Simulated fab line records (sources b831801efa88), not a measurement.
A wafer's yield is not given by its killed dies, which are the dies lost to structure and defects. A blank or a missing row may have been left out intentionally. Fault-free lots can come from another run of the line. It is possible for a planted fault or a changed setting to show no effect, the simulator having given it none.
Chamber matching :: flow gf180mcu :: GF_V5_CVD_02 on pecvd-01: 3 sister chambers
The step deposits SiO2 from TEOS, target thk 1450 nm, time 163.28 s. 3 wafers are shown with their chamber, then 10 later ones without.

== WAFERS, EACH WITH ITS CHAMBER ==
wafer: L084.5
chamber: 2
heater_power_w (W): 715

wafer: L089.2
chamber: 0
heater_power_w (W): 648

wafer: L089.3
chamber: 1
heater_power_w (W): 613

== WAFERS WITHOUT THEIR CHAMBER ==
wafer: L089.6
heater_power_w (W): 584

wafer: L094.1
heater_power_w (W): 656

wafer: L094.2
heater_power_w (W): 740

wafer: L094.3
heater_power_w (W): 581

wafer: L095.1
heater_power_w (W): 685

wafer: L095.2
heater_power_w (W): 614

wafer: L095.6
heater_power_w (W): 653

wafer: L097.1
heater_power_w (W): 710

wafer: L097.4
heater_power_w (W): 676

wafer: L097.5
heater_power_w (W): 577

== THE CHAMBER EACH PASSED THROUGH ==
wafer: L089.6
from the rows above: can't be placed: 1 or 0
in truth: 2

wafer: L094.1
from the rows above: can't be placed: 0 or 1
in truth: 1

wafer: L094.2
from the rows above: 2
in truth: 2

wafer: L094.3
from the rows above: can't be placed: 1 or 0
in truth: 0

wafer: L095.1
from the rows above: can't be placed: 2 or 0 or 1
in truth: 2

wafer: L095.2
from the rows above: can't be placed: 1 or 0
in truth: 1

wafer: L095.6
from the rows above: can't be placed: 0 or 1
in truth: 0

wafer: L097.1
from the rows above: 2
in truth: 2

wafer: L097.4
from the rows above: can't be placed: 0 or 2 or 1
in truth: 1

wafer: L097.5
from the rows above: can't be placed: 1 or 0
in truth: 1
2 of 10 placed correctly. Not placeable from these rows: 8 (in 7, the candidates include the true chamber). Placed wrongly: 0.
How it was worked out, from the rows above alone: a wafer's distance from a chamber is the root of the sum, over the readings, of the square of ((its reading less the chamber's mean) divided by the reading's scatter). The wafer belongs to the nearest chamber; if the next one is less than 2 further off, it can't be placed. Each chamber's mean is taken over the wafers shown for it. The scatter: with one shown wafer a chamber, the root of the mean of the squares of how far each hidden wafer lies from its nearest shown one.
